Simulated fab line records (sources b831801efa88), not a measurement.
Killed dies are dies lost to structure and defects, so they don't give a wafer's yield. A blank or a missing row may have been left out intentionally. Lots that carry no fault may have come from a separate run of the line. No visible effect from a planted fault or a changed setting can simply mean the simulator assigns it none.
Which tool did it? ; flow sky130 ; 14 lots, 42 wafers sampled, at 3 steps of a route of 708

== WHAT THE GAUGES READ, wafer by wafer ==
SKY_VIA3_OVL_MEAS_13. Usual: VIA3_OVL 1 nm, standard deviation 5.1.
lot;measured;on;VIA3_OVL (nm);flag
L593;day 40 03:45;overlay-02;1 4 6;
L595;day 40 16:39;overlay-02;0 3 5;
L594;day 40 22:16;overlay-02;-6 -2 1;
L596;day 41 01:35;overlay-01;8 7 -3;
L598;day 41 13:09;overlay-01;0 -3 -3;
L599;day 41 15:44;overlay-02;8 8 4;
L600;day 41 18:40;overlay-01;4 5 8;
L602;day 42 10:05;overlay-02;-5 -3 7;
L603;day 42 15:44;overlay-01;- - -;OFF
L604;day 42 18:32;overlay-01;- - -;OFF
L608;day 43 20:45;overlay-02;9 8 2;
L613;day 45 10:28;overlay-01;-3 2 1;
L614;day 45 11:23;overlay-02;-2 2 -2;
L615;day 45 17:11;overlay-01;3 6 11;

== EACH LOT AND THE TOOL THAT RAN IT (in order: tool; ch and the chambers of the sampled wafers; start) ==
lot;SKY_VIA3_CMP_02;SKY_VIA3_DEVELOP_11
L593;cmp-01 ch 0,1,2, day 39 02:59;litho track-03 ch 0, day 40 03:00
L595;cmp-01 ch 0,1,3, day 39 16:23;litho track-03 ch 0, day 40 16:00
L594;cmp-01 ch 0,2,3, day 39 21:39;litho track-04 ch 0, day 40 21:00
L596;cmp-01 ch 1,3, day 40 01:06;litho track-04 ch 0, day 41 01:00
L598;cmp-01 ch 0,1,2, day 40 12:38;litho track-03 ch 0, day 41 12:00
L599;cmp-01 ch 0,1,2, day 40 15:28;litho track-01 ch 0, day 41 15:00
L600;cmp-02 ch 0,1,3, day 40 18:55;litho track-03 ch 0, day 41 18:00
L602;cmp-01 ch 0,1,3, day 41 10:01;litho track-01 ch 0, day 42 09:00
L603;cmp-02 ch 2,3, day 41 15:16;litho track-04, day 42 15:00
L604;cmp-02 ch 1,2,3, day 41 18:32;litho track-04, day 42 18:00
L608;cmp-02 ch 1,3, day 42 21:11;litho track-03 ch 0, day 43 20:00
L613;cmp-02 ch 0,1,3, day 44 12:10;litho track-04 ch 0, day 45 10:00
L614;cmp-01 ch 1,2, day 44 12:55;litho track-01 ch 0, day 45 11:00
L615;cmp-02 ch 1,2,3, day 44 18:26;litho track-04 ch 0, day 45 16:00
- SKY_VIA3_CMP_02: polishes SiO2.
- SKY_VIA3_DEVELOP_11: develop time 60 s.

== WHAT THE TOOLS THEMSELVES READ (means of the sampled wafers that have a number; where no wafer has one, the mark that the record gives instead) ==
SKY_VIA3_CMP_02. Usual: 11.7 A for motor current A, sd 0.85.
lot;tool;motor current A (A);flag
L593;cmp-01;11.8;
L595;cmp-01;11.6;
L594;cmp-01;11.8;
L596;cmp-01;12.3;
L598;cmp-01;12.0;
L599;cmp-01;11.7;
L600;cmp-02;11.2;
L602;cmp-01;11.5;
L603;cmp-02;11.2;
L604;cmp-02;11.2;
L608;cmp-02;11.6;
L613;cmp-02;11.3;
L614;cmp-01;12.6;
L615;cmp-02;11.5;

SKY_VIA3_DEVELOP_11. Usual: 23.02 C for chill plate temp C, sd 0.094.
lot;tool;chill plate temp C (C);flag
L593;litho track-03;23.15;
L595;litho track-03;23.00;
L594;litho track-04;22.99;
L596;litho track-04;22.93;
L598;litho track-03;22.95;
L599;litho track-01;23.02;
L600;litho track-03;22.94;
L602;litho track-01;22.96;
L603;litho track-04;-;OFF
L604;litho track-04;-;OFF
L608;litho track-03;23.02;
L613;litho track-04;23.05;
L614;litho track-01;22.98;
L615;litho track-04;23.07;

== THE ANSWER, worked out from the rows above alone ==
Rule: lot off if the mean of its wafers having a number is beyond 3 standard deviations from the usual mean. Also off: a lot with no number at a reading for which 4 or more lots have one. The other lots that the step has rows for count as sound. The gauges are gone through in route order, then the tools' own readings, and for those a lot's mean is taken as printed above. The first step at which some lot is off is used, and at that step the reading that is off furthest; a lot without a number counts as furthest.
Off: at SKY_VIA3_OVL_MEAS_13 (VIA3_OVL), L603, L604. Without a number there: L603, L604.
A tool fits if, at a process step before that reading, it ran every lot that is off, and no sound lot after the first of them. Not tried: the gauges at SKY_VIA3_OVL_MEAS_13; whatever is off there is also off at SKY_VIA3_DEVELOP_11, on other tools, and gauge error can't account for it. None of those tried fits.

== WHAT WAS PUT IN BY THE SIMULATOR ==
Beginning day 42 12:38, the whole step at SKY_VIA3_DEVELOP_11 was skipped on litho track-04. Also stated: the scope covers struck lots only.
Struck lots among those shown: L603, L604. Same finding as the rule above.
